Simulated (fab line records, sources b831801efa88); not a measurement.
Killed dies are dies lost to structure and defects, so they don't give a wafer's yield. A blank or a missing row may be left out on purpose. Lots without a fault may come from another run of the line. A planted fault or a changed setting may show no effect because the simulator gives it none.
Chamber matching | flow sky130 | SKY_CAPM_CVD_00 on pecvd-02: 3 sister chambers
The step deposits SiO2, target thk 15.5 nm. 6 wafers are shown with their chamber, then 11 later ones without.

WAFERS WITH THEIR CHAMBER
wafer  | chamber | heater_power_outer_w (W) | heater_power_w (W)
L080.3 | 1       | 421                      | 757
L080.6 | 1       | 417                      | 759
L082.3 | 0       | 482                      | 902
L082.4 | 2       | 653                      | 918
L082.6 | 2       | 655                      | 900
L087.1 | 0       | 491                      | 919

WAFERS WITHOUT THEIR CHAMBER
wafer  | heater_power_outer_w (W) | heater_power_w (W)
L087.2 | 419                      | 745
L087.3 | 670                      | 980
L090.3 | 576                      | 818
L090.5 | 446                      | 781
L090.6 | 563                      | 807
L092.2 | 451                      | 797
L092.3 | 632                      | 881
L092.6 | 637                      | 896
L096.1 | 637                      | 906
L096.3 | 403                      | 722
L096.4 | 623                      | 908

WHICH CHAMBER EACH WENT THROUGH
wafer  | from the rows above | in truth
L087.2 | 1                   | 1
L087.3 | 2                   | 2
L090.3 | 2                   | 2
L090.5 | 1                   | 1
L090.6 | 0                   | 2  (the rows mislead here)
L092.2 | 1                   | 1
L092.3 | 2                   | 2
L092.6 | 2                   | 2
L096.1 | 2                   | 2
L096.3 | 1                   | 1
L096.4 | 2                   | 2
Placed correctly: 10 of 11. Can't be placed from these rows: 0. Placed wrongly: 1.
How it was worked out, from the rows above alone: a wafer's distance from a chamber is the root of the sum, over the readings, of the square of ((its reading less the chamber's mean) divided by the reading's scatter). The wafer belongs to the nearest chamber; if the next one is less than 2 further off, it can't be placed. A chamber's mean is the mean of its shown wafers. The scatter: the root of (the sum of the squares of (reading less its chamber's mean) over the shown wafers, divided by (wafers less chambers)).
